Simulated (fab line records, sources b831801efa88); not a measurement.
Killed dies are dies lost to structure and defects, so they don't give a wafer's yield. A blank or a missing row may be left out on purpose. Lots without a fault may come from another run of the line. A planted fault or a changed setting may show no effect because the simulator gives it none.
Which tool did it? | flow gf180mcu | 6 lots, 18 wafers sampled, at 2 steps of a route of 602

WHAT THE GAUGES READ, wafer by wafer
GF_V3_RS_MEAS_24: measures by four-point-probe.
lot  | measured     | on            | V3_W_RS (ohm/sq)
L658 | day 23 22:13 | film_metro-04 | 0.337 0.333 0.329
L660 | day 24 08:58 | film_metro-04 | 0.320 0.328 0.324
L664 | day 25 19:18 | film_metro-01 | 0.335 0.333 0.333
L667 | day 26 16:06 | film_metro-04 | 0.332 0.333 0.331
L676 | day 29 08:32 | film_metro-01 | 0.328 0.330 0.327
L678 | day 29 23:15 | film_metro-01 | 0.329 0.331 0.325

WHICH TOOL RAN EACH LOT (tool, then ch and the chambers of the sampled wafers, then the start)
lot  | GF_V1_EXPOSE_11
L658 | krf_scanner-02 ch 0, day 19 04:25
L660 | krf_scanner-01 ch 0, day 19 17:14
L664 | krf_scanner-02 ch 0, day 21 05:50
L667 | krf_scanner-01 ch 0, day 22 03:41
L676 | krf_scanner-01 ch 0, day 25 06:15
L678 | krf_scanner-02 ch 0, day 26 00:13
- GF_V1_EXPOSE_11: exposes mask Via1, target cd 260 nm.

THE ANSWER, worked out from the rows above alone
Rule: what is usual is taken from the lots themselves. Put in order of their means at a reading, lots are off if they are a third of the lots or fewer, leave a main group of 4 or more, and stand apart from it by a gap of 3 or more times the standard deviation of the main group's means; of several such gaps the widest counts. A main group whose means are all the same, to the digits that the tables above print for the reading, isn't used. A lot without any number at a reading at which 4 lots or more have one is off too. The other lots that the step has rows for count as sound.
No lot is off at any reading shown: from this, nothing can be told.

WHAT THE SIMULATOR HAD PUT IN
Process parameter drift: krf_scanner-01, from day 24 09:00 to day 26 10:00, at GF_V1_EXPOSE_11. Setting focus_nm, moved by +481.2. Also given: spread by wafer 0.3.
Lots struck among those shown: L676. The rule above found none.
